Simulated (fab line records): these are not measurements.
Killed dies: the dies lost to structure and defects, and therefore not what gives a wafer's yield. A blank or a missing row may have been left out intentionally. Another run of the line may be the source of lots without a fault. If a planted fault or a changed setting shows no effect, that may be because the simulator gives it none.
Which tool did it? ; flow gf180mcu ; Sampling: 13 lots, 39 wafers, 6 of 602 route steps

WHAT THE GAUGES READ, wafer by wafer
GF_NSD_TW_MEAS_12.
lot;measured;on;NSD_TW
L450;day 13 12:25;film-metro-02;4304 4329 4319
L456;day 15 22:45;film-metro-01;4202 4239 4202
L457;day 16 05:10;film-metro-01;4215 4218 4207
L462;day 17 15:34;film-metro-01;4268 4231 4253
L463;day 17 19:19;film-metro-02;4279 4253 4263
L464;day 18 11:07;film-metro-04;4228 4224 4204
L465;day 18 17:21;film-metro-02;4314 4307 4285
L468;day 19 17:56;film-metro-04;4233 4218 4232
L469;day 20 06:49;film-metro-02;4277 4303 4298
L470;day 20 10:53;film-metro-02;4315 4315 4284
L471;day 20 15:50;film-metro-04;4248 4224 4229
L472;day 21 02:48;film-metro-04;4217 4210 4202
L473;day 21 10:38;film-metro-04;4265 4241 4241

GF_PSD_OVL_MEAS_08.
lot;measured;on;PSD_OVL (nm)
L450;day 14 09:07;overlay-02;-1.0 -2.9 -0.3
L456;day 16 20:50;overlay-01;0.9 -1.5 -2.0
L457;day 17 04:23;overlay-01;-0.4 -0.1 0.9
L462;day 18 14:44;overlay-01;-0.2 -0.6 -1.2
L463;day 18 19:20;overlay-01;-0.1 -0.4 0.0
L464;day 19 11:00;overlay-01;1.2 1.7 -0.3
L465;day 19 18:14;overlay-01;2.4 0.2 0.6
L468;day 20 18:26;overlay-01;1.3 2.3 1.6
L469;day 21 07:06;overlay-01;0.8 0.3 1.9
L470;day 21 10:53;overlay-01;-0.5 0.7 0.5
L471;day 21 16:03;overlay-02;-0.7 -0.9 -1.5
L472;day 22 02:09;overlay-01;-0.3 0.1 -0.4
L473;day 22 10:11;overlay-02;-0.4 1.3 1.3

GF_PSD_RS_MEAS_14: uses a four-point probe to measure.
lot;measured;on;NSD_RS (ohm/sq)
L450;day 14 09:35;film-metro-04;46.17 46.09 46.09
L456;day 16 21:24;film-metro-01;48.91 48.97 48.99
L457;day 17 04:52;film-metro-02;49.05 49.04 49.04
L462;day 18 15:14;film-metro-01;46.21 46.14 46.13
L463;day 18 19:50;film-metro-02;46.19 46.32 46.11
L464;day 19 11:31;film-metro-02;46.22 46.28 46.14
L465;day 19 18:45;film-metro-04;46.12 46.02 46.02
L468;day 20 18:55;film-metro-02;46.12 45.93 46.11
L469;day 21 07:37;film-metro-02;46.08 46.12 46.15
L470;day 21 11:22;film-metro-01;46.18 46.19 46.14
L471;day 21 16:34;film-metro-02;46.23 46.20 46.20
L472;day 22 02:40;film-metro-04;46.07 46.07 46.13
L473;day 22 10:41;film-metro-04;46.03 46.19 46.06

GF_PSD_RS_MEAS_15: uses a four-point probe to measure.
lot;measured;on;PSD_RS (ohm/sq)
L450;day 14 09:43;film-metro-04;108.42 108.53 108.61
L456;day 16 21:31;film-metro-01;116.68 116.23 116.71
L457;day 17 04:59;film-metro-02;116.74 116.67 116.69
L462;day 18 15:21;film-metro-01;108.55 108.24 108.59
L463;day 18 19:57;film-metro-02;108.11 108.82 108.42
L464;day 19 11:38;film-metro-02;108.70 108.56 108.52
L465;day 19 18:52;film-metro-04;108.81 108.10 108.33
L468;day 20 19:02;film-metro-02;108.35 107.97 108.18
L469;day 21 07:44;film-metro-02;108.36 108.28 108.41
L470;day 21 11:29;film-metro-01;108.74 108.75 108.80
L471;day 21 16:41;film-metro-02;108.36 108.20 108.32
L472;day 22 02:47;film-metro-04;108.12 108.36 108.56
L473;day 22 10:48;film-metro-04;108.50 108.02 108.15

GF_SAB_CD_MEAS_09: the cd target is 420 nm.
lot;measured;on;cd-nm (nm)
L450;day 15 06:59;cd-sem-02;420.6 420.3 419.4
L456;day 17 20:49;cd-sem-02;421.0 422.5 422.1
L457;day 18 03:19;cd-sem-02;418.0 415.7 416.4
L462;day 19 16:02;cd-sem-02;423.7 421.5 422.4
L463;day 19 19:50;cd-sem-01;418.7 417.8 416.4
L464;day 20 11:58;cd-sem-01;422.3 422.1 421.3
L465;day 20 18:58;cd-sem-02;421.1 421.4 423.7
L468;day 21 18:46;cd-sem-01;423.3 421.1 420.7
L469;day 22 07:08;cd-sem-01;420.1 418.2 420.3
L470;day 22 10:43;cd-sem-01;417.4 417.8 418.1
L471;day 22 16:52;cd-sem-01;421.2 419.7 420.2
L472;day 23 01:55;cd-sem-01;417.7 418.3 419.2
L473;day 23 09:08;cd-sem-01;418.7 419.0 419.0

EACH LOT AND THE TOOL THAT RAN IT (in order: tool; ch and the chambers of the sampled wafers; start)
lot;GF_PSD_RTA_13
L450;rtp-anneal-01 ch 0, day 14 09:31
L456;rtp-anneal-01 ch 0, day 16 21:19
L457;rtp-anneal-01 ch 0, day 17 04:47
L462;rtp-anneal-02 ch 0, day 18 15:08
L463;rtp-anneal-02 ch 0, day 18 19:44
L464;rtp-anneal-02 ch 0, day 19 11:25
L465;rtp-anneal-02 ch 0, day 19 18:39
L468;rtp-anneal-02 ch 0, day 20 18:50
L469;rtp-anneal-01 ch 0, day 21 07:31
L470;rtp-anneal-01 ch 0, day 21 11:16
L471;rtp-anneal-01 ch 0, day 21 16:28
L472;rtp-anneal-01 ch 0, day 22 02:34
L473;rtp-anneal-01 ch 0, day 22 10:35
- GF_PSD_RTA_13: time 20 s.

WHAT THE TOOLS THEMSELVES READ (means of the sampled wafers that have a number; where no wafer has one, the mark that the record gives instead)
GF_PSD_RTA_13.
lot;tool;lamp-power-pct (%);run-length-s (s);wafer_temp_C_max
L450;rtp-anneal-01;36.1;48.72;1029.0
L456;rtp-anneal-01;35.9;39.05;1028.9
L457;rtp-anneal-01;35.9;38.93;1028.6
L462;rtp-anneal-02;30.1;48.91;1028.2
L463;rtp-anneal-02;30.1;48.90;1028.5
L464;rtp-anneal-02;30.1;49.09;1028.7
L465;rtp-anneal-02;30.1;49.01;1029.0
L468;rtp-anneal-02;30.1;48.95;1029.0
L469;rtp-anneal-01;36.2;48.74;1028.5
L470;rtp-anneal-01;36.2;48.64;1029.0
L471;rtp-anneal-01;36.1;48.67;1030.3
L472;rtp-anneal-01;36.1;48.77;1029.5
L473;rtp-anneal-01;36.2;48.66;1028.9

THE ANSWER, worked out from the rows above alone
Rule: the lots themselves supply what counts as usual. Put in order of their means at a reading, lots are off if they are a third of the lots or fewer, leave a main group of 4 or more, and stand apart from it by a gap of 3 or more times the standard deviation of the main group's means; of several such gaps the widest counts. A main group is skipped when, at the precision printed for the reading in the tables above, its means are all equal. A lot without any number at a reading at which 4 lots or more have one is off too. The other lots that the step has rows for count as sound. The gauges are gone through in route order, then the tools' own readings, and for those a lot's mean is taken as printed above. The first step at which some lot is off is used, and at that step the reading that is off furthest; a lot without a number counts as furthest.
Off: L456, L457, seen at GF_PSD_RS_MEAS_14 (NSD_RS). The main group has a mean of 46.13 ohm/sq with a standard deviation of 0.058.
If a tool, at a process step before that reading, ran all the lots that are off and no sound lot after the first of them, it fits. The gauges at GF_PSD_RS_MEAS_14 aren't tried: what is off there is off at GF_PSD_RTA_13 too, on other tools, and a gauge's error can't cause that. None of those tried fits.

WHAT THE SIMULATOR PUT IN
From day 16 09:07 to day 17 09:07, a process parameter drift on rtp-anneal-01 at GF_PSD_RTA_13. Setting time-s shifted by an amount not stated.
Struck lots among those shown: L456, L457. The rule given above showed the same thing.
